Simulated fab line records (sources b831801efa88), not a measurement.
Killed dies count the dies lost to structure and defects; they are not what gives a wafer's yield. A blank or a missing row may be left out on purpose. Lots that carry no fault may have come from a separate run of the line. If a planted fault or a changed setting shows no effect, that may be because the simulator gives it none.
Which tool did it? :: flow sky130 :: 12 lots with 36 wafers sampled at 4 steps, on a route of 708 steps

== WHAT THE GAUGES SHOWED, per wafer ==
SKY_SONOS_ONO_OVL_MEAS_14.
lot: L104
measured: day 12 23:46
on: overlay-02
SONOS_ONO_OVL (nm): 1.0 1.4 0.8

lot: L106
measured: day 13 12:17
on: overlay-02
SONOS_ONO_OVL (nm): -0.4 0.9 0.4

lot: L105
measured: day 13 12:22
on: overlay-01
SONOS_ONO_OVL (nm): 1.8 2.0 1.4

lot: L107
measured: day 14 05:55
on: overlay-01
SONOS_ONO_OVL (nm): 4.4 2.5 4.1

lot: L109
measured: day 14 18:33
on: overlay-01
SONOS_ONO_OVL (nm): 2.2 0.7 3.2

lot: L110
measured: day 14 23:45
on: overlay-02
SONOS_ONO_OVL (nm): 1.1 2.2 1.0

lot: L113
measured: day 15 20:25
on: overlay-02
SONOS_ONO_OVL (nm): 1.9 0.2 1.2

lot: L121
measured: day 18 21:23
on: overlay-02
SONOS_ONO_OVL (nm): 0.3 2.8 1.9

lot: L122
measured: day 19 04:15
on: overlay-01
SONOS_ONO_OVL (nm): 2.6 2.7 3.4

lot: L123
measured: day 19 07:24
on: overlay-02
SONOS_ONO_OVL (nm): 4.0 3.9 1.7

lot: L124
measured: day 19 22:01
on: overlay-02
SONOS_ONO_OVL (nm): -2.1 -0.3 -0.7

lot: L125
measured: day 19 23:16
on: overlay-01
SONOS_ONO_OVL (nm): 2.0 2.6 1.8

SKY_POLY_GATE_THK_MEAS_04.
lot: L104
measured: day 15 16:15
on: film-metro-03
POLY_GATE_CVD_03_THK (nm): 75.3 74.8 75.7

lot: L106
measured: day 16 06:11
on: film-metro-04
POLY_GATE_CVD_03_THK (nm): 75.3 74.8 74.8

lot: L105
measured: day 16 06:14
on: film-metro-03
POLY_GATE_CVD_03_THK (nm): 75.1 75.2 75.4

lot: L107
measured: day 16 20:46
on: film-metro-04
POLY_GATE_CVD_03_THK (nm): 74.2 74.5 74.1

lot: L109
measured: day 17 11:13
on: film-metro-04
POLY_GATE_CVD_03_THK (nm): 74.3 74.1 74.0

lot: L110
measured: day 17 15:44
on: film-metro-02
POLY_GATE_CVD_03_THK (nm): 75.3 75.2 74.9

lot: L113
measured: day 18 13:09
on: film-metro-03
POLY_GATE_CVD_03_THK (nm): 75.1 74.3 74.8

lot: L121
measured: day 21 18:10
on: film-metro-04
POLY_GATE_CVD_03_THK (nm): 74.5 74.7 75.2

lot: L122
measured: day 22 01:29
on: film-metro-02
POLY_GATE_CVD_03_THK (nm): 75.1 74.8 75.0

lot: L123
measured: day 22 05:45
on: film-metro-04
POLY_GATE_CVD_03_THK (nm): 76.0 75.6 75.7

lot: L124
measured: day 22 17:55
on: film-metro-04
POLY_GATE_CVD_03_THK (nm): 75.3 75.8 76.2

lot: L125
measured: day 22 19:58
on: film-metro-02
POLY_GATE_CVD_03_THK (nm): 76.4 76.2 76.2

SKY_LDD_HVN_TW_MEAS_10.
lot: L104
measured: day 20 16:49
on: film-metro-02
LDD_HVN_TW: 1420 1418 1418

lot: L106
measured: day 21 11:19
on: film-metro-02
LDD_HVN_TW: 1425 1424 1427

lot: L105
measured: day 21 11:50
on: film-metro-03
LDD_HVN_TW: 1463 1456 1462

lot: L107
measured: day 22 05:37
on: film-metro-03
LDD_HVN_TW: 1446 1453 1449

lot: L109
measured: day 22 16:53
on: film-metro-02
LDD_HVN_TW: 1358 1351 1353 1359 1356 1362

lot: L110
measured: day 22 21:47
on: film-metro-04
LDD_HVN_TW: 1365 1365 1367 1374 1364 1369

lot: L113
measured: day 23 18:13
on: film-metro-02
LDD_HVN_TW: 1331 1340 1339 1342 1336 1344

lot: L121
measured: day 26 19:52
on: film-metro-04
LDD_HVN_TW: 1456 1453 1456

lot: L122
measured: day 27 04:35
on: film-metro-04
LDD_HVN_TW: 1450 1457 1444

lot: L123
measured: day 27 08:19
on: film-metro-02
LDD_HVN_TW: 1422 1421 1428

lot: L124
measured: day 27 20:01
on: film-metro-03
LDD_HVN_TW: 1454 1454 1450

lot: L125
measured: day 27 20:58
on: film-metro-04
LDD_HVN_TW: 1446 1447 1448

== EACH LOT AND THE TOOL THAT RAN IT (in order: tool; ch and the chambers of the sampled wafers; start) ==
lot: L104
SKY_LDD_HVN_IMPLANT_08: implanter-03 ch 0, day 20 16:34

lot: L106
SKY_LDD_HVN_IMPLANT_08: implanter-03 ch 0, day 21 11:05

lot: L105
SKY_LDD_HVN_IMPLANT_08: implanter-02 ch 0, day 21 11:37

lot: L107
SKY_LDD_HVN_IMPLANT_08: implanter-02 ch 0, day 22 05:22

lot: L109
SKY_LDD_HVN_IMPLANT_08: implanter-03 ch 0, day 22 16:40

lot: L110
SKY_LDD_HVN_IMPLANT_08: implanter-03 ch 0, day 22 21:33

lot: L113
SKY_LDD_HVN_IMPLANT_08: implanter-03 ch 0, day 23 17:59

lot: L121
SKY_LDD_HVN_IMPLANT_08: implanter-02 ch 0, day 26 19:37

lot: L122
SKY_LDD_HVN_IMPLANT_08: implanter-03 ch 0, day 27 04:22

lot: L123
SKY_LDD_HVN_IMPLANT_08: implanter-02 ch 0, day 27 08:04

lot: L124
SKY_LDD_HVN_IMPLANT_08: implanter-01 ch 0, day 27 19:46

lot: L125
SKY_LDD_HVN_IMPLANT_08: implanter-01 ch 0, day 27 20:43
- SKY_LDD_HVN_IMPLANT_08

== WHAT THE TOOLS THEMSELVES READ (means of the sampled wafers that have a number; where no wafer has one, the mark that the record gives instead) ==
SKY_LDD_HVN_IMPLANT_08.
lot: L104
tool: implanter-03
beam-energy-keV: 60.002

lot: L106
tool: implanter-03
beam-energy-keV: 60.010

lot: L105
tool: implanter-02
beam-energy-keV: 59.991

lot: L107
tool: implanter-02
beam-energy-keV: 59.983

lot: L109
tool: implanter-03
beam-energy-keV: 48.966

lot: L110
tool: implanter-03
beam-energy-keV: 48.976

lot: L113
tool: implanter-03
beam-energy-keV: 48.971

lot: L121
tool: implanter-02
beam-energy-keV: 59.992

lot: L122
tool: implanter-03
beam-energy-keV: 60.008

lot: L123
tool: implanter-02
beam-energy-keV: 59.994

lot: L124
tool: implanter-01
beam-energy-keV: 59.978

lot: L125
tool: implanter-01
beam-energy-keV: 60.000

== THE ANSWER, worked out from the rows above alone ==
Rule: what is usual is taken from the lots themselves. The widest of any qualifying gaps counts: lots, ordered by their means at a reading, are off when they make up no more than a third of the lots, leave a main group of 4 or more, and stand apart from it by 3 or more times the standard deviation of that group's means. A main group is skipped when, at the precision printed for the reading in the tables above, its means are all equal. A lot without any number at a reading at which 4 lots or more have one is off too. Where the step has rows for the other lots, those lots are counted as sound. The gauges are gone through in route order, then the tools' own readings, and for those a lot's mean is taken as printed above. The first step at which some lot is off is used, and at that step the reading that is off furthest; a lot without a number counts as furthest.
Off: L109, L110, L113, seen at SKY_LDD_HVN_TW_MEAS_10 (LDD_HVN_TW). The main group has a mean of 1442 with a standard deviation of 15.
A tool fits if, at a process step before that reading, it ran every lot that is off, and no sound lot after the first of them. Not tried: the gauges at SKY_LDD_HVN_TW_MEAS_10; whatever is off there is also off at SKY_LDD_HVN_IMPLANT_08, on other tools, and gauge error can't account for it. Of those tried, none fits.

== WHAT WAS PUT IN BY THE SIMULATOR ==
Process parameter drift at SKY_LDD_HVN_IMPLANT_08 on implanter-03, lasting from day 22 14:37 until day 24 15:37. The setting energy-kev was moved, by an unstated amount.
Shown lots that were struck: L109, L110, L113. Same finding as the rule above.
